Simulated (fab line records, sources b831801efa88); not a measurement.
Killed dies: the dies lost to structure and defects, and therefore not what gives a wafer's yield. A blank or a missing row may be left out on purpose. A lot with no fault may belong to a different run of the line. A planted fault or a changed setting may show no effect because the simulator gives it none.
Struck lot and sound lot, side by side	flow sky130	35 steps out of a route of 708
Sound: wafers L820.1, L820.3, L820.4. Struck: wafers L826.3, L826.6. (L826.4 of the same lot was not struck and is left out.) The cause comes at the end.
Each step with rows lists, per side, the tool, then ch with its chambers, then its first start. Under that, the readings that differ: sound wafers	struck wafers	difference of the means	sigmas: that difference in standard deviations of wafers without a fault.
alike: same words and numbers on both sides, and readings whose means sit less than 2 such deviations apart. not compared: any withheld reading, any reading some wafer has no value for, any bound like >300 that may hide the same value, and any number with overlapping values for which the record gives no deviation.
A row with sigmas, a row that says differs or no value, or rows on one side alone: a step with any of these is where the two part. Numbers that don't overlap but have no deviation are shown without sigmas and don't part them. A reading missing from all wafers of one side parts the sides only when that side holds two or more wafers.

first, 10 steps without rows for these wafers: SKY_VIA3_EXPOSE_09 (exposes mask VIM3, target cd 200 nm); SKY_VIA3_PEB_10; SKY_VIA3_DEVELOP_11 (develop time 60 s); SKY_VIA3_ETCH_14 (etches BARC in N2/H2, stops on SiO2, time 45.9 s, target depth 60 nm); SKY_VIA3_ETCH_15 (etches SiO2 in C4F8/O2/Ar, stops on TiN, target depth 507 nm, time 78 s); SKY_VIA3_STRIP_16 (strips in O2/N2); SKY_VIA3_STRIP_17 (strips in post etch residue remover, time 1200 s); SKY_VIA3_CLEAN_18 (cleans in IPA, time 180 s); SKY_VIA3_CLEAN_19 (cleans in O3/DIW); SKY_VIA3_SPUTTER_20 (material TiN, target thk 20 nm, time 80 s).
SKY_VIA3_CVD_21: deposits W, target thk 390 nm, time 117.31 s.
  sound on cvd-w-01 ch 0,1, day 40 05:26; struck on cvd-w-01 ch 1, day 42 22:32
  alike: heater-power-w
then, 23 steps without rows for these wafers: SKY_VIA3_CMP_24 (polishes, stops on SiO2, t overpolish 20 s, target thk 0 nm); SKY_METAL4_SPUTTER_00 (material Ti, target thk 15 nm, time 10 s); SKY_METAL4_SPUTTER_01 (material TiN, target thk 20 nm, time 16.7 s); SKY_METAL4_SPUTTER_02 (material AlCu, target thk 735 nm, time 39.1 s); SKY_METAL4_SPUTTER_03 (material Ti, target thk 5 nm, time 3.3 s); SKY_METAL4_SPUTTER_04 (material TiN, target thk 70 nm, time 58.3 s); SKY_CAP2M_CVD_00 (deposits SiO2, target thk 15.5 nm); SKY_CAP2M_SPUTTER_02 (material TiN, target thk 200 nm, time 166.7 s); SKY_CAP2M_DEHYDRATE_05 (time 60 s); SKY_CAP2M_HMDS_06 (prime time 60 s); SKY_CAP2M_COAT_07 (resist thk 1140 nm); SKY_CAP2M_SOFTBAKE_08 (time 60 s); SKY_CAP2M_EXPOSE_09 (exposes mask CAP2M, target cd 1000 nm); SKY_CAP2M_PEB_10; SKY_CAP2M_DEVELOP_11 (develop time 60 s); SKY_CAP2M_METAL_ETCH_13 (etches TiN in Cl2/BCl3, stops on SiO2, target depth 220 nm, time 62.9 s); SKY_CAP2M_STRIP_14 (strips in O2/N2); SKY_CAP2M_STRIP_15 (strips in post etch residue remover, time 1200 s); SKY_CAP2M_CLEAN_16 (cleans in IPA, time 180 s); SKY_CAP2M_CLEAN_17 (cleans in O3/DIW); SKY_METAL4_DEHYDRATE_05 (time 60 s); SKY_METAL4_HMDS_06 (prime time 60 s); SKY_METAL4_COAT_07 (resist thk 60 nm).
-- the record jumps here: 6 days lie between the struck wafers' starts before and after (it left off in module METAL4 and takes up again in module PAD_OPEN, whose first step shown is number 708 of the route) --
SKY_PAD_OPEN_PROBE_99:
  sound on prober-02 at day 46 05:48; struck on prober-02 at day 48 12:27
reading	sound	struck	difference	sigmas
hold	- -	await-dispo/2.9h/release await-dispo/2.9h/release	no value on the sound wafers	
defect-limited-yield (%)	83.5 82.5	74.6 75.8	-7.8	-4
killed_at_M0_to_M3	37 42	93 87	+50	+8
killed-at-contacts	21 35	20 13	-12	-2
killed-dies	81 86	125 119	+38	+4
model.etest.tester.sort-n-pass	411 406	367 373	-38	
model.etest.tester.sort-yield-pct (%)	83.54 82.52	74.59 75.81	-7.83	
model.etest.tester.sort_bin_5_pct (%)	8.74 10.16	15.45 15.24	+5.89	
model.etest.tester.sort_bin_3_pct (%)	0.813 1.016	3.455 2.236	+1.931	
  alike: killed_at_M4_up, killed-at-front-end, killed-at-other, killed-open, killed-short

== WHERE THEY PART ==
Only at SKY_PAD_OPEN_PROBE_99, as far as this record shows.

WHY: what the simulator had put in
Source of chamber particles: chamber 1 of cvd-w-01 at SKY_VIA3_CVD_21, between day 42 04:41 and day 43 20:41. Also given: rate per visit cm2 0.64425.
